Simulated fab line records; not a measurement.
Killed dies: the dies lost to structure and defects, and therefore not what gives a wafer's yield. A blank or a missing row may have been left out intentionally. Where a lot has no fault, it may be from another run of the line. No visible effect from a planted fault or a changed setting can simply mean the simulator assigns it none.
A lot that was struck, set against a sound lot -- flow gf180mcu -- 18 out of 602 route steps
Sound: these wafers, L388.1, L388.4, L388.6. Wafers L391.2, L391.4, L391.5 were the ones struck. The cause is given at the end.
Order at every step that has rows: each side's tool, ch and its chambers, its first start. Under that, the readings that differ: sound wafers -- struck wafers -- difference of the means -- sigmas: that difference in standard deviations of wafers without a fault.
alike: readings with means less than 2 such deviations apart, plus words and numbers identical on both sides. not compared: withheld readings, readings lacking a value on some wafer, bounds such as >300 that could conceal the same value, and numbers that have no deviation in the record and whose values overlap.
A row with sigmas, a row that says differs or no value, or rows on one side alone: a step with any of these is where the two part. Numbers that don't overlap but have no deviation are shown without sigmas and don't part them. Lack of a reading on every wafer of one side parts them only where that side has two or more wafers.

first, 1 step without rows for these wafers: GF_HV_LDD_CLEAN_51 (cleans in SC1/SC2, time 150 s).
GF_HV_LDD_RTA_52: time 10 s.
  sound on rtpAnneal-02 ch 0, day 15 13:33; struck on rtpAnneal-02 ch 0, day 16 02:53
  alike: lampPowerPct, wafer_temp_C_max
GF_HV_LDD_RS_MEAS_53: measurement is done with a four-point probe.
  sound: filmMetro-03 at day 15 13:37; struck: filmMetro-03 at day 16 02:58
  alike: HV_LDD_RS
then, 1 step without rows for these wafers: GF_HV_LDD_CVD_54 (deposits SiO2 from TEOS, target thk 10 nm, time 75 s).
GF_HV_LDD_THK_MEAS_55:
  sound: filmMetro-03 at day 15 14:46; struck: filmMetro-01 at day 16 04:06
  alike: HV_LDD_CVD_54_THK
then, 1 step without rows for these wafers: GF_HV_LDD_CVD_56 (deposits Si3N4 from DCS/NH3, target thk 90 nm, time 1543 s).
GF_HV_LDD_THK_MEAS_57:
  sound: filmMetro-01 at day 15 17:13; struck: filmMetro-02 at day 16 05:35
  alike: HV_LDD_CVD_56_THK
GF_HV_LDD_ETCHBACK_58: etches Si3N4 in CH3F/O2, stops on SiO2, time 100 s, target depth 90 nm.
  sound on rieDiel-03 ch 0,1, day 15 17:16; struck on rieDiel-02 ch 0,1,2, day 16 05:38
  alike: drypumpMotorCurrentA, oesProductAu, throttleValvePct
  not compared: rfHoursCounterH
then, 4 steps without rows for these wafers: GF_NSD_DEHYDRATE_00 (time 60 s); GF_NSD_HMDS_01 (prime time 60 s); GF_NSD_COAT_02 (resist thk 1000 nm); GF_NSD_SOFTBAKE_03 (time 60 s).
GF_NSD_EXPOSE_04: exposes mask Nplus, target cd 400 nm.
  sound on ilineStepper-02 ch 0, day 16 03:37; struck on ilineStepper-01 ch 0, day 16 17:07
reading,sound,struck,difference,sigmas
model.NSD.overlayXNm (nm),-0.3225 -0.3225 -0.3225,184.8 184.8 184.8,+185.1,
  alike: mask
then, 2 steps without rows for these wafers: GF_NSD_PEB_05; GF_NSD_DEVELOP_06 (develop time 60 s).
GF_NSD_CD_MEAS_07 targets a cd of 400 nm.
  sound: cdSem-02 at day 16 15:21; struck: cdSem-01 at day 17 04:22
  alike: cdNm
GF_NSD_OVL_MEAS_08:
  sound: overlay-02 at day 16 15:28; struck: overlay-01 at day 17 04:44
reading,sound,struck,difference,sigmas
NSD_OVL (nm),-1.1 -1.9 -1.4,183.8 186.0 185.0,+186.4,+99 or more
  not compared: hold
GF_PASSIVATION_PROBE_99:
  the record holds rows for the sound wafers here (prober-02, day 31 21:38) but none for the struck ones

== WHERE THEY PART ==
At GF_NSD_OVL_MEAS_08 first; at GF_PASSIVATION_PROBE_99 last (within this record only).

WHY: what the simulator had put in
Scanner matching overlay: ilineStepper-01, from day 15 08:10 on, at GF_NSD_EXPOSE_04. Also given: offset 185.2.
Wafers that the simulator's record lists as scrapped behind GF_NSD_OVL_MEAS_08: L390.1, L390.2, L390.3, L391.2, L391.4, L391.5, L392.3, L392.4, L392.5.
